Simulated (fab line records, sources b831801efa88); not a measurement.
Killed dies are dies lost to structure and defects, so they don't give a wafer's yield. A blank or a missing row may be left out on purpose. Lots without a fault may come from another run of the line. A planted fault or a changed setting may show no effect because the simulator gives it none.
Chamber matching | flow sfq_line | SFQ_TRILAYER_A5C_DEP_PECVD_142 on pecvd-01: 3 sister chambers
The step deposits SiO2 from SiH4/N2O, time 15.556 s, target thk 70 nm. 6 wafers are shown with their chamber, then 7 later ones without.

WAFERS WITH THEIR CHAMBER
wafer  | chamber | throttle_valve_pct (%) | heater_power_w (W)
L642.1 | 1       | 23.9                   | 97
L642.4 | 1       | 24.0                   | 99
L645.1 | 2       | 24.9                   | 89
L645.5 | 0       | 23.5                   | 104
L648.1 | 2       | 24.8                   | 70
L648.2 | 0       | 23.5                   | 101

WAFERS WITHOUT THEIR CHAMBER
wafer  | throttle_valve_pct (%) | heater_power_w (W)
L648.4 | 24.8                   | 74
L652.2 | 24.8                   | 78
L652.3 | 23.9                   | 89
L652.6 | 24.1                   | 103
L654.2 | 23.9                   | 106
L654.3 | 25.0                   | 78
L654.6 | 24.1                   | 106

WHICH CHAMBER EACH WENT THROUGH
wafer  | from the rows above | in truth
L648.4 | 2                   | 2
L652.2 | 2                   | 2
L652.3 | 1                   | 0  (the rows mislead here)
L652.6 | 1                   | 1
L654.2 | 1                   | 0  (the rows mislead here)
L654.3 | 2                   | 2
L654.6 | 1                   | 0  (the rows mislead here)
Placed correctly: 4 of 7. Can't be placed from these rows: 0. Placed wrongly: 3.
How it was worked out, from the rows above alone: a wafer's distance from a chamber is the root of the sum, over the readings, of the square of ((its reading less the chamber's mean) divided by the reading's scatter). The wafer belongs to the nearest chamber; if the next one is less than 2 further off, it can't be placed. A chamber's mean is the mean of its shown wafers. The scatter: the root of (the sum of the squares of (reading less its chamber's mean) over the shown wafers, divided by (wafers less chambers)).
